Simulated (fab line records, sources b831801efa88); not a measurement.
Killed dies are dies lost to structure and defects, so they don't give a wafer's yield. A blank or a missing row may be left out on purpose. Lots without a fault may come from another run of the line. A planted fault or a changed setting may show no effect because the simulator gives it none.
fab line records | flow sky130
record lots=6 wafers=18 last_day=51
route steps=708 shown CONTACT@426 METAL1@434 PAD_OPEN@708
lots that met no fault: from a run of the same line without faults
start_h: hours from the record's first day to the start of the lot's first wafer shown | wait_h: hours since the lot's step before | " the same as in the row above | L1.1+2: a row that stands for several wafers | - no value, or no start given | * or withheld: withheld | < > ~ a bound
route shown NAME@n: a module of which the file shows steps, and the number in the route of the first | usual: mean/standard deviation of fault-free wafers | same: alike in all rows | chamber/n: place in a boat | sites: the reading at each site | _std_site: their standard deviation | _edge_site: outer sites' mean less inner sites' | radius_mm: how far each site lies from the wafer's centre | mask NAME#n: copy n | behind: the tool/chamber that last shaped the wafer | hold: why the lot was held/for how many hours/how that ended | device: the transistor (n, p or np) that didn't switch | end of line: the same wafers' tests at the end of the route | a step without rows: its recipe alone | killed: dies lost to structure and defects at the first sort, not the wafer's yield | map: a wafer's dies, x killed, . not, _ none there
set.NAME: the setting as run; set.NAME@STEP: as run at that earlier step | model.NAME: the simulator's own value behind a step, which no gauge read
lots at some steps of the route; a table a step, a row a wafer
services: from which hour (start_h, from the record's first day; less than 0 if before it) a tool's chamber was out of use, for how many hours, and why
## steps
# step SKY_CONTACT_STRIP_20
# recipe chemistry=post_etch_residue_remover time_s=1200 temp_c=72.5
# step SKY_CONTACT_CLEAN_21
# recipe chemistry=IPA time_s=180 temp_c=25
# step SKY_CONTACT_CLEAN_22
# recipe chemistry=O3/DIW dry=n2_spin
# step SKY_CONTACT_SPUTTER_23
# recipe material=TiN target_thk_nm=20 chamber_pressure_pa=5 power_w=4000 time_s=80
# step SKY_CONTACT_CVD_24
# recipe material=W target_thk_nm=340 time_s=102.12 temp_c=400 pressure_torr=40
# step SKY_CONTACT_RS_MEAS_25
# recipe thk_meas_gauge=four-point-probe reads=W_of_CONTACT_CVD_24+TiN_of_CONTACT_SPUTTER_23
# usual CONTACT_W_RS=0.336/0.0052
# columns lot.wafer tool chamber start_h wait_h CONTACT_W_RS[ohm/sq]
L425.2 film_metro-03 - 785.15 0.1 0.327
L425.4 " - " " 0.329
L425.6 " - " " 0.329
L429.4 film_metro-03 - 807.92 0.1 0.343
L429.5 " - " " 0.342
L429.6 " - " " 0.338
L439.1 film_metro-04 - 874.95 0.1 0.335
L439.5 " - " " 0.334
L439.6 " - " " 0.340
L440.1 film_metro-01 - 890.22 0.1 0.343
L440.2 " - " " 0.336
L440.4 " - " " 0.343
L442.1 film_metro-03 - 903.89 0.1 0.339
L442.2 " - " " 0.330
L442.3 " - " " 0.332
L446.1 film_metro-01 - 919.43 0.1 0.338
L446.2 " - " " 0.331
L446.5 " - " " 0.328
# step SKY_CONTACT_THK_MEAS_26
# recipe thk_meas_gauge=xrf reads=W_of_CONTACT_CVD_24
# usual CONTACT_W_THK=337/5.7
# columns lot.wafer tool chamber start_h wait_h CONTACT_W_THK[nm]
L425.2 film_metro-03 - 785.26 0.1 347
L425.4 " - " " 346
L425.6 " - " " 346
L429.4 film_metro-03 - 808.01 0.1 331
L429.5 " - " " 334
L429.6 " - " " 337
L439.1 film_metro-04 - 875.07 0.1 334
L439.5 " - " " 337
L439.6 " - " " 330
L440.1 film_metro-01 - 890.34 0.1 326
L440.2 " - " " 330
L440.4 " - " " 327
L442.1 film_metro-03 - 904.01 0.1 338
L442.2 " - " " 343
L442.3 " - " " 341
L446.1 film_metro-01 - 919.55 0.1 335
L446.2 " - " " 341
L446.5 " - " " 346
# step SKY_CONTACT_CMP_27
# recipe stop_on=SiO2 t_overpolish_s=15 down_force_psi=3.5 platen_rpm=60 target_thk_nm=0 pad_velocity_m_s=0.94248
# usual motor_current_A=10.9/0.77 overpolish_run_s=14.999/0.0098 time_to_endpoint_s=83/3.2
# columns lot.wafer tool chamber start_h wait_h motor_current_A overpolish_run_s time_to_endpoint_s
L425.2 cmp-01 1 785.41 0.1 10.7 14.995 79
L425.4 " 2 " " 9.9 14.984 89
L425.6 " 0 " " 10.5 15.004 86
L429.4 cmp-01 0 808.14 0.1 10.8 15.004 82
L429.6 " 2 " " 10.7 15.004 82
L429.5 " 3 " " 11.4 14.982 80
L439.1 cmp-01 1 875.36 0.3 10.8 15.006 78
L439.5 " 0 " " 10.5 15.008 84
L439.6 " 1 " " 11.1 14.999 83
L440.2 cmp-01 3 890.45 0.1 11.9 14.985 82
L440.4 " 0 " " 10.7 15.005 84
L440.1 " 1 " " 10.5 14.979 78
L442.1 cmp-02 2 904.12 0.1 10.1 14.997 83
L442.2 " 3 " " 9.8 14.991 85
L442.3 " 0 " " 12.6 15.002 84
L446.1 cmp-02 2 919.61 0.1 9.9 15.002 82
L446.2 " 1 " " 10.9 14.989 84
L446.5 " 3 " " 10.3 14.998 84
# step SKY_METAL1_SPUTTER_00
# recipe material=Ti target_thk_nm=15 power_w=3000 time_s=10 chamber_pressure_pa=0.4
# usual throttle_valve_pct=30.1/1.2
# columns lot.wafer tool chamber start_h wait_h throttle_valve_pct
L425.2 pvd_sputter-02 - 785.61 0.1 30.8
L425.4 " - " " 29.3
L425.6 " - " " 28.7
L429.4 pvd_sputter-04 - 808.34 0.1 28.1
L429.5 " - " " 28.7
L429.6 " - " " 30.2
L439.1 pvd_sputter-02 - 875.61 0.2 30.7
L439.5 " - " " 30.8
L439.6 " - " " 28.9
L440.1 pvd_sputter-02 - 890.70 0.1 29.9
L440.2 " - " " 30.8
L440.4 " - " " 29.1
L442.1 pvd_sputter-01 - 904.37 0.2 31.7
L442.2 " - " " 31.2
L442.3 " - " " 31.4
L446.1 pvd_sputter-01 - 919.91 0.2 31.0
L446.2 " - " " 31.2
L446.5 " - " " 31.2
# step SKY_METAL1_SPUTTER_01
# recipe material=TiN target_thk_nm=20 power_w=6500 time_s=16.7 chamber_pressure_pa=0.4
# step SKY_METAL1_SPUTTER_02
# recipe material=AlCu target_thk_nm=250 power_w=10600 time_s=13.3 chamber_pressure_pa=0.4
# step SKY_METAL1_SPUTTER_03
# recipe material=Ti target_thk_nm=5 power_w=3000 time_s=3.3 chamber_pressure_pa=0.4
# step SKY_METAL1_SPUTTER_04
# recipe material=TiN target_thk_nm=70 power_w=6500 time_s=58.3 chamber_pressure_pa=0.4
# usual throttle_valve_pct=30.1/1.2
# columns lot.wafer tool chamber start_h wait_h throttle_valve_pct model.TiN_of_METAL1_SPUTTER_04.thk_nm
L425.2 pvd_sputter-02 - 785.70 0.0 30.6 69.02
L425.4 " - " " 28.9 69.32
L425.6 " - " " 28.9 69.32
L429.4 pvd_sputter-04 - 808.43 0.0 28.0 70.2
L429.5 " - " " 28.5 69.6
L429.6 " - " " 30.0 67.78
L439.1 pvd_sputter-02 - 875.70 0.0 31.0 118.3
L439.5 " - " " 30.8 71.89
L439.6 " - " " 29.2 71.44
L440.1 pvd_sputter-02 - 890.79 0.0 29.9 114.7
L440.2 " - " " 30.6 69.43
L440.4 " - " " 28.6 115.2
L442.1 pvd_sputter-01 - 904.46 0.0 31.9 69.82
L442.2 " - " " 31.4 70.13
L442.3 " - " " 31.2 69.17
L446.1 pvd_sputter-01 - 920.00 0.0 31.1 70.22
L446.2 " - " " 31.4 70.23
L446.5 " - " " 31.1 70.45
# step SKY_METAL1_RS_MEAS_05
# recipe thk_meas_gauge=four-point-probe reads=TiN_of_METAL1_SPUTTER_04+Ti_of_METAL1_SPUTTER_03+AlCu_of_METAL1_SPUTTER_02+TiN_of_METAL1_SPUTTER_01+Ti_of_METAL1_SPUTTER_00
# usual METAL1_ALCU_RS=0.1275/0.0016
# columns lot.wafer tool chamber start_h wait_h METAL1_ALCU_RS[ohm/sq]
L425.2 film_metro-02 - 785.77 0.0 0.1285
L425.4 " - " " 0.1298
L425.6 " - " " 0.1284
L429.4 film_metro-03 - 808.54 0.1 0.1239
L429.5 " - " " 0.1281
L429.6 " - " " 0.1270
L439.1 film_metro-03 - 875.75 0.0 0.1261
L439.5 " - " " 0.1282
L439.6 " - " " 0.1279
L440.1 film_metro-03 - 890.84 0.0 0.1294
L440.2 " - " " 0.1280
L440.4 " - " " 0.1280
L442.1 film_metro-02 - 904.51 0.0 0.1266
L442.2 " - " " 0.1273
L442.3 " - " " 0.1265
L446.1 film_metro-03 - 920.05 0.0 0.1281
L446.2 " - " " 0.1293
L446.5 " - " " 0.1279
# step SKY_METAL1_THK_MEAS_06
# recipe thk_meas_gauge=xrf reads=AlCu_of_METAL1_SPUTTER_02
# usual METAL1_ALCU_THK=252/3.5
# columns lot.wafer tool chamber start_h wait_h METAL1_ALCU_THK[nm]
L425.2 film_metro-02 - 785.88 0.1 249
L425.4 " - " " 247
L425.6 " - " " 249
L429.4 film_metro-03 - 808.63 0.1 260
L429.5 " - " " 252
L429.6 " - " " 256
L439.1 film_metro-03 - 875.87 0.1 230
L439.5 " - " " 249
L439.6 " - " " 252
L440.1 film_metro-03 - 890.96 0.1 227
L440.2 " - " " 255
L440.4 " - " " 229
L442.1 film_metro-02 - 904.63 0.1 251
L442.2 " - " " 248
L442.3 " - " " 252
L446.1 film_metro-03 - 920.17 0.1 249
L446.2 " - " " 248
L446.5 " - " " 252
# step SKY_METAL1_DEHYDRATE_07
# recipe temp_c=200 time_s=60
# step SKY_METAL1_HMDS_08
# recipe prime_time_s=60 prime_temp_c=120
# step SKY_METAL1_COAT_09
# recipe resist=BARC temp_c=withheld time_s=withheld spin_rpm=3000 resist_thk_nm=60
# step SKY_METAL1_COAT_10
# recipe resist=KrF-thick spin_rpm=3000 resist_thk_nm=450
# step SKY_METAL1_SOFTBAKE_11
# recipe temp_c=100 time_s=90 resist=KrF-thick
# step SKY_METAL1_EXPOSE_12
# recipe mask_id=MM1 na=0.8 source_shape=annular sigma_inner=0.55 sigma_outer=0.85 target_cd_nm=140 dose_mj=28
# step SKY_METAL1_PEB_13
# recipe peb_temp_c=withheld peb_time_s=withheld resist=KrF-thick
# step SKY_METAL1_DEVELOP_14
# recipe develop_time_s=60 resist=KrF-thick dev_temp_c=21
# step SKY_METAL1_CD_MEAS_15
# recipe target_cd_nm=140
# usual cd_nm=139.9/1.6
# columns lot.wafer tool chamber start_h wait_h cd_nm
L425.2 cd_sem-01 - 812.91 - 141.4
L425.4 " - " " 143.1
L425.6 " - " " 140.7
L429.4 cd_sem-02 - 835.80 - 139.6
L429.5 " - " " 139.4
L429.6 " - " " 138.3
L439.1 cd_sem-02 - 902.46 - 138.6
L439.5 " - " " 139.8
L439.6 " - " " 139.0
L440.1 cd_sem-01 - 916.44 - 137.7
L440.2 " - " " 139.7
L440.4 " - " " 140.8
L442.1 cd_sem-02 - 929.99 - 141.3
L442.2 " - " " 139.7
L442.3 " - " " 140.3
L446.1 cd_sem-02 - 945.64 - 139.0
L446.2 " - " " 141.5
L446.5 " - " " 140.7
# step SKY_METAL1_OVL_MEAS_16
# usual METAL1_OVL=-4/5.8
# columns lot.wafer tool chamber start_h wait_h METAL1_OVL[nm]
L425.2 overlay-01 - 813.02 0.1 -6
L425.4 " - " " -3
L425.6 " - " " -1
L429.4 overlay-02 - 835.88 0.1 -8
L429.5 " - " " -9
L429.6 " - " " 1
L439.1 overlay-02 - 902.58 0.1 -2
L439.5 " - " " -3
L439.6 " - " " 9
L440.1 overlay-02 - 916.56 0.1 0
L440.2 " - " " -4
L440.4 " - " " -8
L442.1 overlay-01 - 930.11 0.1 -4
L442.2 " - " " -12
L442.3 " - " " -7
L446.1 overlay-01 - 945.76 0.1 -6
L446.2 " - " " -2
L446.5 " - " " -1
# step SKY_METAL1_DESCUM_17
# recipe chemistry=O2 source_power_w=150 bias_power_w=0 pressure_mtorr=10 temp_c=40 time_s=8
# usual drypump_motor_current_A=5.8/0.33 oes_product_au=0.988/0.01
# columns lot.wafer tool chamber start_h wait_h drypump_motor_current_A oes_product_au rf_hours_counter_h
L425.2 rie_metal-01 0 813.06 0.0 5.7 1.002 -
L425.4 " 0 " " 5.7 0.998 -
L425.6 " 0 " " 5.7 0.999 -
L429.4 rie_metal-01 1 835.91 0.0 5.7 0.990 -
L429.5 " 1 " " 5.7 0.985 -
L429.6 " 0 " " 5.7 1.000 -
L439.1 rie_metal-04 1 902.62 0.0 5.2 0.987 8
L439.5 " 0 " " 6.3 0.999 -
L439.6 " 1 " " 5.3 0.985 -
L440.1 rie_metal-02 1 916.60 0.0 5.9 0.996 2
L440.2 " 0 " " 6.3 0.976 10
L440.4 " 0 " " 6.3 0.987 -
L442.1 rie_metal-04 0 930.15 0.0 6.3 0.980 17
L442.2 " 1 " " 5.2 0.975 9
L442.3 " 1 " " 5.2 0.983 -
L446.1 rie_metal-02 0 945.80 0.0 6.3 0.967 12
L446.2 " 1 " " 5.9 0.994 4
L446.5 " 0 " " 6.3 0.974 -
# step SKY_METAL1_ETCH_18
# recipe chemistry=N2/H2 target=BARC ion_energy_ev=200 bias_w=100 pressure_mtorr=30 n2_flow_sccm=100 h2_flow_sccm=200 icp_w=500 stop_on=SiO2 time_s=45.9 target_depth_a=600
# usual drypump_motor_current_A=5.9/0.32 n2_flow_sccm=99.9/0.32 oes_product_au=0.855/0.005 throttle_valve_pct=13.225/0.0096
# columns lot.wafer tool chamber start_h wait_h drypump_motor_current_A n2_flow_sccm oes_product_au rf_hours_counter_h throttle_valve_pct
L425.2 rie_metal-01 0 813.13 0.1 5.7 99.5 0.848 - 13.224
L425.4 " 0 " " 5.7 100.0 0.866 - 13.236
L425.6 " 0 " " 5.7 99.8 0.866 - 13.229
L429.4 rie_metal-01 1 835.95 0.0 5.8 100.0 0.849 - 13.219
L429.5 " 1 " " 5.7 99.8 0.848 - 13.214
L429.6 " 0 " " 5.7 99.9 0.849 - 13.218
L439.1 rie_metal-04 1 902.65 0.0 5.2 100.3 0.852 8 13.203
L439.5 " 0 " " 6.3 100.1 0.851 - 13.215
L439.6 " 1 " " 5.2 100.0 0.861 - 13.222
L440.1 rie_metal-02 1 916.63 0.0 5.8 99.9 0.846 2 13.211
L440.2 " 0 " " 6.3 99.4 0.843 10 13.221
L440.4 " 0 " " 6.3 99.7 0.857 - 13.247
L442.1 rie_metal-04 0 930.18 0.0 6.3 100.0 0.860 17 13.225
L442.2 " 1 " " 5.2 100.2 0.853 9 13.208
L442.3 " 1 " " 5.2 100.1 0.843 - 13.232
L446.1 rie_metal-02 0 945.83 0.0 6.3 100.0 0.857 12 13.216
L446.2 " 1 " " 5.9 99.7 0.863 4 13.225
L446.5 " 0 " " 6.3 100.2 0.861 - 13.217
# step SKY_METAL1_METAL_ETCH_19
# recipe target_depth_a=3600 stop_on=SiO2 over_etch_frac=0.3 time_s=78 chemistry=Cl2/BCl3 resist_sidewall_deg=88 pressure_mtorr=10 icp_w=900 bias_w=48.5 Cl2_flow_sccm=60 bcl3_flow_sccm=30
# usual bcl3_flow_sccm=30.00/0.082 drypump_motor_current_A=5.8/0.33 oes_product_au=0.852/0.0064 throttle_valve_pct=22.263/0.01
# columns lot.wafer tool chamber start_h wait_h bcl3_flow_sccm drypump_motor_current_A oes_product_au rf_hours_counter_h throttle_valve_pct
L425.2 rie_metal-01 0 813.27 0.1 29.95 5.6 0.851 - 22.261
L425.4 " 0 " " 30.04 5.6 0.845 - 22.254
L425.6 " 0 " " 30.09 5.6 0.841 - 22.266
L429.4 rie_metal-01 1 836.02 0.1 29.84 5.7 0.860 - 22.257
L429.5 " 1 " " 29.91 5.7 0.858 - 22.255
L429.6 " 0 " " 29.89 5.7 0.867 - 22.255
L439.1 rie_metal-04 1 902.72 0.0 29.86 5.2 0.866 8 22.248
L439.5 " 0 " " 29.88 6.3 0.852 - 22.276
L439.6 " 1 " " 29.95 5.2 0.856 - 22.267
L440.1 rie_metal-02 1 916.69 0.0 30.11 5.9 0.857 2 22.266
L440.2 " 0 " " 29.91 6.3 0.844 10 22.264
L440.4 " 0 " " 30.01 6.3 0.860 - 22.245
L442.1 rie_metal-04 0 930.24 0.0 30.06 6.3 0.853 17 22.257
L442.2 " 1 " " 30.03 5.2 0.850 9 22.255
L442.3 " 1 " " 30.03 5.2 0.854 - 22.262
L446.1 rie_metal-02 0 945.89 0.0 30.07 6.3 0.849 12 22.274
L446.2 " 1 " " 29.91 5.9 0.844 4 22.267
L446.5 " 0 " " 29.98 6.3 0.846 - 22.265
# step SKY_METAL1_STRIP_20
# recipe chemistry=O2/N2 power_w=1400 pressure_mtorr=1500 platen_temp_c=withheld o2_flow_sccm=3000 n2_flow_sccm=300 overash_fraction=0.5
# step SKY_METAL1_STRIP_21
# recipe chemistry=post_etch_residue_remover time_s=1200 temp_c=72.5
# usual bath_heat_duty_pct=13.7/1.1
# columns lot.wafer tool chamber start_h wait_h bath_heat_duty_pct model.TiN_of_METAL1_SPUTTER_04.thk_nm
L425.2 wet_bench-04 1 813.52 0.1 13.0 68.61
L425.4 " 1 " " 14.9 68.91
L425.6 " 1 " " 14.0 68.91
L429.4 wet_bench-04 1 836.18 0.0 13.8 69.79
L429.5 " 1 " " 13.8 69.19
L429.6 " 1 " " 15.1 67.37
L439.1 wet_bench-01 3 902.91 0.1 14.7 117.9
L439.5 " 3 " " 14.0 71.48
L439.6 " 3 " " 13.9 71.03
L440.1 wet_bench-01 3 916.88 0.1 13.3 114.3
L440.2 " 3 " " 13.9 69.02
L440.4 " 3 " " 13.3 114.8
L442.1 wet_bench-03 1 930.43 0.1 10.8 69.39
L442.2 " 1 " " 11.0 69.71
L442.3 " 1 " " 10.9 68.75
L446.1 wet_bench-03 0 946.08 0.1 15.0 69.8
L446.2 " 0 " " 15.6 69.81
L446.5 " 0 " " 14.9 70.03
# step SKY_METAL1_CLEAN_22
# recipe chemistry=IPA time_s=180 temp_c=25
# step SKY_PAD_OPEN_PROBE_99
# usual defect_limited_yield=82.7/1.9 killed_at_M0_to_M3=44/7.2 killed_at_M4_up=2.9/1.8 killed_at_contacts=24/5.2 killed_at_front_end=15/4 killed_at_other=0.2/0.49 killed_dies=85/9.1 killed_open=47/6.8 killed_short=38/5.7 sort_bin_3_pad_short=0.9/0.44 sort_bin_5_function=10.3/1.4 sort_bin_6_memory=6.2/1.1 sort_n_pass=407/9.1 sort_yield_pct=82.7/1.9
# same gross_dies=492 killed_at_back_side=0 sort_bin_4_leakage[%]=0 sort_bin_8_speed[%]=0
# columns lot.wafer tool chamber start_h wait_h defect_limited_yield[%] killed_at_M0_to_M3 killed_at_M4_up killed_at_contacts killed_at_front_end killed_at_other killed_dies killed_open killed_short sort_bin_3_pad_short[%] sort_bin_5_function[%] sort_bin_6_memory[%] sort_n_pass sort_yield_pct[%] model.etest.via1_chain.rc_ohm
L425.2 prober-02 - 1123.85 0.1 83.1 46 4 24 9 0 83 49 34 1.8 8.1 6.9 409 83.1 16.1
L425.4 prober-02 - 1123.95 0.2 81.1 45 2 31 15 0 93 49 44 1.4 10.8 6.7 399 81.1 16.24
L425.6 prober-02 - 1124.05 0.2 83.5 39 2 21 19 0 81 40 41 0.6 10.6 5.3 411 83.5 16.68
L429.4 prober-01 - 1138.99 0.2 82.5 36 4 32 14 0 86 47 39 1.0 10.2 6.3 406 82.5 15.91
L429.5 prober-01 - 1139.04 0.2 84.6 35 0 25 16 0 76 48 28 0 8.7 6.7 416 84.6 15.54
L429.6 prober-01 - 1139.09 0.2 82.5 41 3 28 14 0 86 50 36 0.8 9.8 6.9 406 82.5 15.85
L439.1 prober-02 - 1186.57 0.1 81.7 44 1 32 13 0 90 53 37 0.4 9.8 8.1 402 81.7 17.25
L439.5 prober-02 - 1186.77 0.2 80.7 40 4 29 22 0 95 54 41 1.6 10.4 7.3 397 80.7 15.9
L439.6 prober-02 - 1186.82 0.2 83.3 49 2 21 10 0 82 55 27 1.0 11.0 4.7 410 83.3 16.4
L440.1 prober-01 - 1195.17 0.1 82.1 43 7 29 8 1 88 42 46 1.4 10.4 6.1 404 82.1 17.89
L440.2 prober-01 - 1195.22 0.1 85.4 34 2 15 21 0 72 45 27 0.6 8.5 5.5 420 85.4 17.55
L440.4 prober-01 - 1195.32 0.2 85.6 42 3 13 13 0 71 40 31 0.4 9.3 4.7 421 85.6 17.41
L442.1 prober-01 - 1204.21 0.1 81.5 41 1 26 23 0 91 54 37 0.8 11.2 6.5 401 81.5 17.23
L442.2 prober-01 - 1204.26 0.1 84.3 36 4 21 16 0 77 45 32 1.0 8.9 5.7 415 84.3 17
L442.3 prober-01 - 1204.31 0.2 81.5 48 2 29 11 1 91 50 41 0.2 12.4 5.9 401 81.5 15.72
L446.1 prober-01 - 1213.78 0.1 82.5 47 6 22 10 1 86 46 40 0.6 10.0 6.9 406 82.5 15.25
L446.2 prober-01 - 1213.83 0.1 80.3 50 4 30 13 0 97 48 49 1.0 11.2 7.5 395 80.3 16.44
L446.5 prober-01 - 1213.98 0.2 80.7 52 7 24 12 0 95 59 36 1.4 12.4 5.5 397 80.7 16.45
# killed by level:class
L425.2 VIA1:geometric_particle:open=12 LI_CONTACT:geometric_particle:open=8 VIA2:geometric_particle:open=8 CONTACT:geometric_particle:open=7 METAL1:geometric_particle:short=6 VIA3:geometric_particle:open=5 LOCAL_INTERCONNECT:geometric_particle:short=4 VIA1:geometric_particle:short=4
L425.4 CONTACT:geometric_particle:open=15 VIA1:geometric_particle:open=7 VIA2:geometric_particle:open=7 CONTACT:geometric_particle:short=6 METAL1:geometric_particle:short=6 VIA3:geometric_particle:open=6 LOCAL_INTERCONNECT:geometric_particle:short=5 VIA1:geometric_particle:short=5
L425.6 CONTACT:geometric_particle:open=8 VIA1:geometric_particle:open=8 FIELD_ISO:geometric_particle:short=7 VIA1:geometric_particle:short=6 VIA3:geometric_particle:open=6 POLY_GATE:geometric_particle:short=5 METAL1:geometric_particle:short=5 LI_CONTACT:geometric_particle:open=4
L429.4 CONTACT:geometric_particle:open=15 VIA2:geometric_particle:open=9 VIA1:geometric_particle:open=8 FIELD_ISO:geometric_particle:short=6 LI_CONTACT:geometric_particle:open=6 METAL1:geometric_particle:short=5 VIA1:geometric_particle:short=4 METAL3:geometric_particle:short=4
L429.5 LI_CONTACT:geometric_particle:open=11 VIA2:geometric_particle:open=9 CONTACT:geometric_particle:open=8 FIELD_ISO:geometric_particle:open=5 VIA1:geometric_particle:open=5 FIELD_ISO:geometric_particle:short=4 VIA3:geometric_particle:short=4 METAL2:geometric_particle:short=4
L429.6 LI_CONTACT:geometric_particle:open=10 VIA2:geometric_particle:open=8 VIA1:geometric_particle:open=8 CONTACT:geometric_particle:short=6 CONTACT:geometric_particle:open=6 VIA3:geometric_particle:open=6 FIELD_ISO:geometric_particle:open=5 METAL2:geometric_particle:short=5
L439.1 CONTACT:geometric_particle:open=14 VIA1:geometric_particle:open=10 LI_CONTACT:geometric_particle:open=9 METAL2:geometric_particle:short=9 FIELD_ISO:geometric_particle:open=6 VIA2:geometric_particle:open=5 LI_CONTACT:geometric_particle:short=4 METAL3:geometric_particle:short=4
L439.5 CONTACT:geometric_particle:open=10 VIA1:geometric_particle:short=10 VIA1:geometric_particle:open=10 VIA2:geometric_particle:open=9 LI_CONTACT:geometric_particle:open=8 FIELD_ISO:geometric_particle:short=6 FIELD_ISO:geometric_particle:open=5 CONTACT:geometric_particle:short=5
L439.6 VIA3:geometric_particle:open=12 CONTACT:geometric_particle:open=10 VIA1:geometric_particle:open=8 VIA2:geometric_particle:open=7 VIA3:geometric_particle:short=5 METAL2:geometric_particle:short=4 LI_CONTACT:geometric_particle:open=4 VIA1:geometric_particle:short=4
L440.1 CONTACT:geometric_particle:open=10 VIA1:geometric_particle:open=8 VIA3:geometric_particle:open=8 CONTACT:geometric_particle:short=7 LOCAL_INTERCONNECT:geometric_particle:short=6 METAL2:geometric_particle:short=5 METAL1:geometric_particle:short=5 VIA2:geometric_particle:open=5
L440.2 CONTACT:geometric_particle:open=10 VIA3:geometric_particle:open=8 POLY_GATE:geometric_particle:open=7 FIELD_ISO:geometric_particle:short=6 VIA1:geometric_particle:open=6 VIA2:geometric_particle:open=5 FIELD_ISO:geometric_particle:open=4 LOCAL_INTERCONNECT:geometric_particle:short=4
L440.4 VIA3:geometric_particle:open=11 VIA1:geometric_particle:open=9 FIELD_ISO:geometric_particle:short=7 VIA2:geometric_particle:open=7 METAL2:geometric_particle:short=7 CONTACT:geometric_particle:open=6 METAL1:geometric_particle:short=4 METAL4:geometric_particle:short=3
L442.1 CONTACT:geometric_particle:open=15 FIELD_ISO:geometric_particle:open=8 VIA1:geometric_particle:open=8 VIA2:geometric_particle:open=7 FIELD_ISO:geometric_particle:short=5 POLY_GATE:geometric_particle:open=5 METAL1:geometric_particle:short=5 VIA2:geometric_particle:short=5
L442.2 LI_CONTACT:geometric_particle:open=9 VIA2:geometric_particle:open=8 FIELD_ISO:geometric_particle:open=6 CONTACT:geometric_particle:open=6 VIA1:geometric_particle:open=6 POLY_GATE:geometric_particle:short=5 VIA1:geometric_particle:short=4 VIA3:geometric_particle:open=4
L442.3 VIA3:geometric_particle:open=12 CONTACT:geometric_particle:open=11 LI_CONTACT:geometric_particle:open=9 VIA2:geometric_particle:open=9 VIA1:geometric_particle:short=8 METAL1:geometric_particle:short=6 CONTACT:geometric_particle:short=5 FIELD_ISO:geometric_particle:short=4
L446.1 CONTACT:geometric_particle:open=9 VIA1:geometric_particle:open=9 VIA3:geometric_particle:open=9 METAL2:geometric_particle:short=7 CONTACT:geometric_particle:short=6 VIA1:geometric_particle:short=4 POLY_GATE:geometric_particle:short=4 METAL1:geometric_particle:short=4
L446.2 CONTACT:geometric_particle:open=14 VIA2:geometric_particle:open=8 METAL2:geometric_particle:short=8 CONTACT:geometric_particle:short=7 METAL1:geometric_particle:short=6 VIA1:geometric_particle:open=6 FIELD_ISO:geometric_particle:open=5 VIA1:geometric_particle:short=5
L446.5 CONTACT:geometric_particle:open=12 VIA1:geometric_particle:open=9 VIA3:geometric_particle:open=8 METAL1:geometric_particle:short=7 VIA2:geometric_particle:open=6 METAL2:geometric_particle:short=6 LI_CONTACT:geometric_particle:open=5 METAL4:geometric_particle:short=4
## services
# columns tool chamber start_h hours kind
pvd_sputter-02 - 769.51 2.3 repair
cmp-02 - 773.32 1.6 repair
rie_metal-01 1 778.87 - clean
rie_metal-01 1 778.87 16.0 scheduled_down
rie_metal-01 1 778.87 16.0 vent_cycle
pvd_sputter-04 - 801.15 5.0 repair
rie_metal-01 1 803.30 20.7 repair
pvd_sputter-04 - 810.33 0.9 repair
rie_metal-04 - 821.41 0.3 repair
rie_metal-04 - 833.85 0.6 repair
rie_metal-02 1 843.52 - clean
cmp-02 - 844.01 6.1 repair
rie_metal-01 - 845.10 1.6 repair
pvd_sputter-04 - 850.83 2.8 repair
cmp-01 - 853.43 0.9 repair
cmp-02 - 862.74 19.6 pm
wet_bench-03 - 871.79 1.9 pm
cmp-01 - 882.59 5.5 pm
cmp-02 - 892.65 5.4 pm
wet_bench-01 - 911.69 1.0 repair
cmp-02 - 912.07 4.0 pm
cmp-02 - 912.90 1.0 repair
cmp-01 - 916.07 5.4 pm
cmp-02 - 922.56 6.5 repair
## key
first_sign step=SKY_METAL1_THK_MEAS_06 reading=METAL1_ALCU_THK direction=down sigmas=6.8 usual=252 struck=228
effect none on later readings
model_effect step=SKY_METAL1_SPUTTER_04 value=TiN_of_METAL1_SPUTTER_04.thk_nm without=69.57 struck=116.1
model_effect step=SKY_METAL1_STRIP_21 value=TiN_of_METAL1_SPUTTER_04.thk_nm without=69.15 struck=115.7
model_effect step=SKY_PAD_OPEN_PROBE_99 value=etest.via1_chain.rc_ohm without=15.33 struck=17.51
met_at SKY_METAL1_SPUTTER_04
struck_wafers L439.1,L440.1,L440.4
onset_between 785.70 875.70
fault kind=process_parameter_drift tool=pvd_sputter-02 chamber=- onset_h=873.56 steps=SKY_METAL1_SPUTTER_04 channel=time_s offset=* shape=step end_h=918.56 scope=struck_wafers_only acts_in=* stated=*
